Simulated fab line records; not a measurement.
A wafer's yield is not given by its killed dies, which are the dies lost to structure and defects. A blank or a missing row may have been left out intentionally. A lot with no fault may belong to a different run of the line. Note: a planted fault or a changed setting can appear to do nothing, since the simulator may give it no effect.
Check of tool commonality    flow sky130    12 lots, 36 wafers sampled

== WHAT PROMPTED THE OPENING ==
SKY_LDD_HVP_TW_MEAS_10, reading LDD_HVP_TW: flagged on 2 of 12 lots. Fault-free wafers read 461, with a standard deviation of 4.8.
Rule: a lot is flagged in two cases, either no wafer of it has a number, or all its wafers with numbers fall more than 4 standard deviations from that mean. As for the other lots, they are considered sound.

lot   measured      on             LDD_HVP_TW, wafer by wafer  flag
L660  day 21 23:01  film metro-01  466 463 464                 
L661  day 22 13:09  film metro-01  466 465 467                 
L663  day 23 06:48  film metro-03  454 452 454                 
L665  day 23 12:38  film metro-01  464 465 465                 
L664  day 23 17:52  film metro-01  469 467 465                 
L666  day 24 02:50  film metro-04  459 461 457                 
L670  day 25 21:43  film metro-04  460 461 463                 
L671  day 25 22:46  film metro-01  495 497 493                 FLAGGED
L674  day 27 01:25  film metro-01  494 494 494                 FLAGGED
L677  day 27 18:29  film metro-04  463 460 462                 
L678  day 28 07:05  film metro-04  460 461 461                 
L681  day 29 06:07  film metro-03  453 454 456                 
On average the flagged lots' numbers are 494, which is +34 against the usual, or +7 standard deviations.

== WHICH TOOL EACH LOT WENT THROUGH ==
The record holds 2 process steps before the reading, out of a route of 708 steps. Read each cell as the tool, then ch plus the chambers that the sampled wafers visited, then the start.
lot   flag     SKY_LDD_HVN_STRIP_09                  SKY_LDD_HVP_IMPLANT_08
L660           plasma asher-02 ch 1, day 20 15:46    implanter-03 ch 0, day 21 22:47
L661           plasma asher-02 ch 0,1, day 21 05:31  implanter-03 ch 0, day 22 12:54
L663           plasma asher-01 ch 0,1, day 22 00:22  implanter-04 ch 0, day 23 06:33
L665           plasma asher-01 ch 0,1, day 22 07:24  implanter-03 ch 0, day 23 12:25
L664           plasma asher-02 ch 0,1, day 22 11:33  implanter-03 ch 0, day 23 17:39
L666           plasma asher-01 ch 0,1, day 22 20:38  implanter-01 ch 0, day 24 02:37
L670           plasma asher-01 ch 0,1, day 24 15:55  implanter-01 ch 0, day 25 21:28
L671  FLAGGED  plasma asher-01 ch 0,1, day 24 17:15  implanter-01 ch 0, day 25 22:31
L674  FLAGGED  plasma asher-03 ch 0,1, day 25 20:00  implanter-01 ch 0, day 27 01:10
L677           plasma asher-01 ch 0,1, day 26 14:06  implanter-03 ch 0, day 27 18:17
L678           plasma asher-02 ch 0,1, day 27 01:37  implanter-04 ch 0, day 28 06:48
L681           plasma asher-03 ch 0,1, day 28 01:42  implanter-03 ch 0, day 29 05:53
What these steps do:
- SKY_LDD_HVN_STRIP_09: strips in O2/N2.
- SKY_LDD_HVP_IMPLANT_08
- SKY_LDD_HVP_TW_MEAS_10

== FLAGGED OVER TOTAL, TOOL BY TOOL (the gauges that took the reading come last) ==
step                    tool             lots run  flagged  share of the flagged lots  sound lots run after its first flagged lot
SKY_LDD_HVN_STRIP_09    plasma asher-01  6         1        some                       1 (L677)
SKY_LDD_HVN_STRIP_09    plasma asher-02  4         0        none                       -
SKY_LDD_HVN_STRIP_09    plasma asher-03  2         1        some                       1 (L681)
SKY_LDD_HVP_IMPLANT_08  implanter-01     4         2        all                        0
SKY_LDD_HVP_IMPLANT_08  implanter-03     6         0        none                       -
SKY_LDD_HVP_IMPLANT_08  implanter-04     2         0        none                       -
SKY_LDD_HVP_TW_MEAS_10  film metro-01    6         2        all                        0
SKY_LDD_HVP_TW_MEAS_10  film metro-03    2         0        none                       -
SKY_LDD_HVP_TW_MEAS_10  film metro-04    4         0        none                       -

== WHAT IS ALLOWED BY THE TABLE ==
Table rows that saw every flagged lot: 2, namely implanter-01 at SKY_LDD_HVP_IMPLANT_08 and film metro-01 at SKY_LDD_HVP_TW_MEAS_10.
- implanter-01 at SKY_LDD_HVP_IMPLANT_08: 2 of its 4 lots flagged. Its last sound lot is L670 (day 25 21:28), its first flagged lot L671 (day 25 22:31): a fault that began between those two fits. Its own readings lie more than 4 standard deviations out on every wafer of the flagged lots: beam on s, faraday current uA.
- film metro-01 at SKY_LDD_HVP_TW_MEAS_10: 2 of its 6 lots flagged. Its last sound lot is L664 (day 23 17:52), its first flagged lot L671 (day 25 22:46): a fault that began between those two fits.
Counting lots can't tell these 2 tools apart, because each fits a fault that began at some hour. More lots, or a look at what each step does to the wafer, might.

== WHAT THE SIMULATOR HAD INSERTED ==
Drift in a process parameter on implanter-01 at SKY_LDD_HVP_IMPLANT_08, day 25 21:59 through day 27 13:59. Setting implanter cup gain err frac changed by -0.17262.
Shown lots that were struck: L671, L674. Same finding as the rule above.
